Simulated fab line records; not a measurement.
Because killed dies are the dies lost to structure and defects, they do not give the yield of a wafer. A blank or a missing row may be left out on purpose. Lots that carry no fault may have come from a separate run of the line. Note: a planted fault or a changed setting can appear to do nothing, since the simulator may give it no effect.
A lot that was struck, set against a sound lot | flow sfqLine | 42 steps out of a route of 325
Sound: the wafers L944.4, L944.5, L944.6. Struck: wafer L961.5 (L961.2, L961.6, from the same lot, were not struck and are left out); the cause is given at the end.
Order at every step that has rows: each side's tool, ch and its chambers, its first start. Under that, the readings that differ: sound wafers | struck wafers | difference of the means | sigmas: that difference in standard deviations of wafers without a fault.
alike: same words and numbers on both sides, and readings whose means sit less than 2 such deviations apart. not compared: any withheld reading, any reading some wafer has no value for, any bound like >300 that may hide the same value, and any number with overlapping values for which the record gives no deviation.
A row with sigmas, a row that says differs or no value, or rows on one side alone: a step with any of these is where the two part. Numbers that don't overlap but have no deviation are shown without sigmas and don't part them. A reading that every wafer of one side lacks parts them only if that side has two wafers or more.

first, 6 steps without rows for these wafers: SFQ_TRILAYER_L0_VIA_LITHO_COAT_018 (resist thk 62 nm); SFQ_TRILAYER_L0_VIA_LITHO_COAT_013 (resist thk 650 nm); SFQ_TRILAYER_L0_VIA_LITHO_SOFTBAKE_017; SFQ_TRILAYER_L0_VIA_LITHO_EXPOSE_014 (exposes mask L0V, target cd 700 nm); SFQ_TRILAYER_L0_VIA_LITHO_PEB_016 (peb time 60 s); SFQ_TRILAYER_L0_VIA_LITHO_DEVELOP_015 (time 60 s).
SFQ_L0V_OVL_MEAS_903:
  sound on overlay-01 at day 6 06:30; struck on overlay-01 at day 10 11:05
  alike: L0V_OVL
SFQ_TRILAYER_L0_VIA_BARC_OPEN_VIA_ETCH_021: etches BARC in O2, target depth 125 nm, time 41.7 s.
  sound on rieDiel-04 ch 1,2,3, day 6 06:31; struck on rieDiel-01 ch 3, day 10 11:07
  alike: drypumpMotorCurrentA, oesProductAu
  not compared: rfHoursCounterH
then, 1 step without rows for these wafers: SFQ_TRILAYER_L0_VIA_ETCH_VIA_ETCH_016 (etches SiO2 in CHF3, stops on MoNx KI, target depth 80 nm).
SFQ_TRILAYER_L0_VIA_STRIP_STRIP_017: strips in O2.
  sound on rieMetal-03 ch 0,1, day 6 06:48; struck on rieMetal-03 ch 1, day 10 11:12
  alike: drypumpMotorCurrentA, oesProductAu
  not compared: rfHoursCounterH
then, 2 steps without rows for these wafers: SFQ_TRILAYER_L0_VIA_STRIP_SOLV_CLEAN_018 (cleans in NMP, time 600 s); SFQ_TRILAYER_M0_DEP_PRE_CLEAN_020 (time 15 s).
SFQ_TRILAYER_M0_DEP_SPUTTER_019: material Nb, target thk 200 nm, time 133.3 s.
  sound on pvdSputter-05 at day 6 07:25; struck on pvdSputter-05 at day 10 12:00
reading                                            | sound             | struck | difference | sigmas
model.Nb_of_TRILAYER_M0_DEP_SPUTTER_019.thkNm (nm) | 197.2 203.2 199.1 | 285.2  | +85.4      | 
  alike: throttleValvePct
SFQ_M0_RS_MEAS_904: measures by four-point-probe.
  sound on filmMetro-02 at day 6 07:34; struck on filmMetro-03 at day 10 12:07
reading           | sound             | struck | difference | sigmas
M0_NB_RS (ohm/sq) | 0.902 0.877 0.894 | 0.622  | -0.269     | -22
then, 6 steps without rows for these wafers: SFQ_TRILAYER_M0_LITHO_COAT_026 (resist thk 62 nm); SFQ_TRILAYER_M0_LITHO_COAT_021 (resist thk 600 nm); SFQ_TRILAYER_M0_LITHO_SOFTBAKE_025; SFQ_TRILAYER_M0_LITHO_EXPOSE_022 (exposes mask M0, target cd 500 nm); SFQ_TRILAYER_M0_LITHO_PEB_024 (peb time 60 s); SFQ_TRILAYER_M0_LITHO_DEVELOP_023 (time 60 s).
-- the record jumps here: 3 days lie between the struck wafers' starts before and after --
SFQ_M0_OVL_MEAS_906:
  sound on overlay-02 at day 9 02:53; struck on overlay-01 at day 13 17:50
  alike: M0_OVL
then, 1 step without rows for these wafers: SFQ_TRILAYER_M0_BARC_OPEN_METAL_ETCH_031 (etches BARC in O2, target depth 125 nm, time 41.7 s).
SFQ_TRILAYER_M0_ETCH_METAL_ETCH_024: etches Nb in Cl2/Ar, stops on SiO2, target depth 240 nm, time 120 s.
  sound on rieMetal-02 ch 0,1, day 9 03:01; struck on rieMetal-04 ch 0, day 13 17:55
reading             | sound             | struck | difference | sigmas
oesProductAu (a.u.) | 0.882 0.917 0.893 | 0.996  | +0.099     | +12
  alike: drypumpMotorCurrentA
  not compared: rfHoursCounterH
then, 2 steps without rows for these wafers: SFQ_TRILAYER_M0_STRIP_STRIP_025 (strips in O2); SFQ_TRILAYER_M0_STRIP_SOLV_CLEAN_026 (cleans in NMP, time 600 s).
SFQ_TRILAYER_I0_DEP_PECVD_027: deposits SiO2 from SiH4/N2O, time 111.11 s, target thk 500 nm.
  sound on pecvd-04 ch 0,1,2, day 9 03:55; struck on pecvd-04 ch 1, day 13 18:49
  alike: heaterPowerW, susceptorTempC, throttleValvePct
then, 1 step without rows for these wafers: SFQ_TRILAYER_I0_CMP_CMP_028 (polishes SiO2).
SFQ_I0_BOW_MEAS_907:
  sound on filmMetro-03 at day 9 14:36; struck on filmMetro-01 at day 14 03:34
  alike: I0_BOW
SFQ_TRILAYER_I0_METRO_MEASURE_029:
  sound on filmMetro-03 at day 9 15:16; struck on filmMetro-01 at day 14 03:52
reading    | sound             | struck | difference | sigmas
thkNm (nm) | 200.2 198.3 200.6 | 196.7  | -3.0       | -2
then, 6 steps without rows for these wafers: SFQ_TRILAYER_I0_VIA_LITHO_COAT_036 (resist thk 62 nm); SFQ_TRILAYER_I0_VIA_LITHO_COAT_031 (resist thk 650 nm); SFQ_TRILAYER_I0_VIA_LITHO_SOFTBAKE_035; SFQ_TRILAYER_I0_VIA_LITHO_EXPOSE_032 (exposes mask I0, target cd 500 nm); SFQ_TRILAYER_I0_VIA_LITHO_PEB_034 (peb time 60 s); SFQ_TRILAYER_I0_VIA_LITHO_DEVELOP_033 (time 60 s).
-- the record jumps here: 3 days lie between the struck wafers' starts before and after --
SFQ_I0_OVL_MEAS_908:
  sound on overlay-01 at day 11 07:07; struck on overlay-02 at day 16 22:08
  alike: I0_OVL
SFQ_TRILAYER_I0_VIA_BARC_OPEN_VIA_ETCH_046: etches BARC in O2, target depth 125 nm, time 41.7 s.
  sound on rieDiel-03 ch 2,3, day 11 07:08; struck on rieDiel-04 ch 1, day 16 22:10
  alike: drypumpMotorCurrentA, oesProductAu
  not compared: rfHoursCounterH
then, 4 steps without rows for these wafers: SFQ_TRILAYER_I0_VIA_ETCH_VIA_ETCH_034 (etches SiO2 in CHF3, stops on Nb, target depth 260 nm); SFQ_TRILAYER_I0_VIA_STRIP_STRIP_035 (strips in O2); SFQ_TRILAYER_I0_VIA_STRIP_SOLV_CLEAN_036 (cleans in NMP, time 600 s); SFQ_TRILAYER_M1_DEP_PRE_CLEAN_038 (time 22.5 s).
-- the record jumps here: 62 days lie between the struck wafers' starts before and after --
SFQ_M8_BOW_MEAS_951:
  sound on filmMetro-01 at day 68 23:35; struck on filmMetro-01 at day 78 15:49
reading                     | sound                | struck | difference | sigmas
M8_BOW (um)                 | 29 31 21             | -6     | -33        | -3
model.etest.m0.combLog10Ohm | 12 12 12             | 0      | -12        | 
model.etest.m0.ohmSq        | 0.9022 0.8758 0.8937 | 0.6238 | -0.2668    | 

== WHERE THEY PART ==
First at SFQ_M0_RS_MEAS_904; last, within this record, at SFQ_M8_BOW_MEAS_951.

WHY: the cause the simulator had injected
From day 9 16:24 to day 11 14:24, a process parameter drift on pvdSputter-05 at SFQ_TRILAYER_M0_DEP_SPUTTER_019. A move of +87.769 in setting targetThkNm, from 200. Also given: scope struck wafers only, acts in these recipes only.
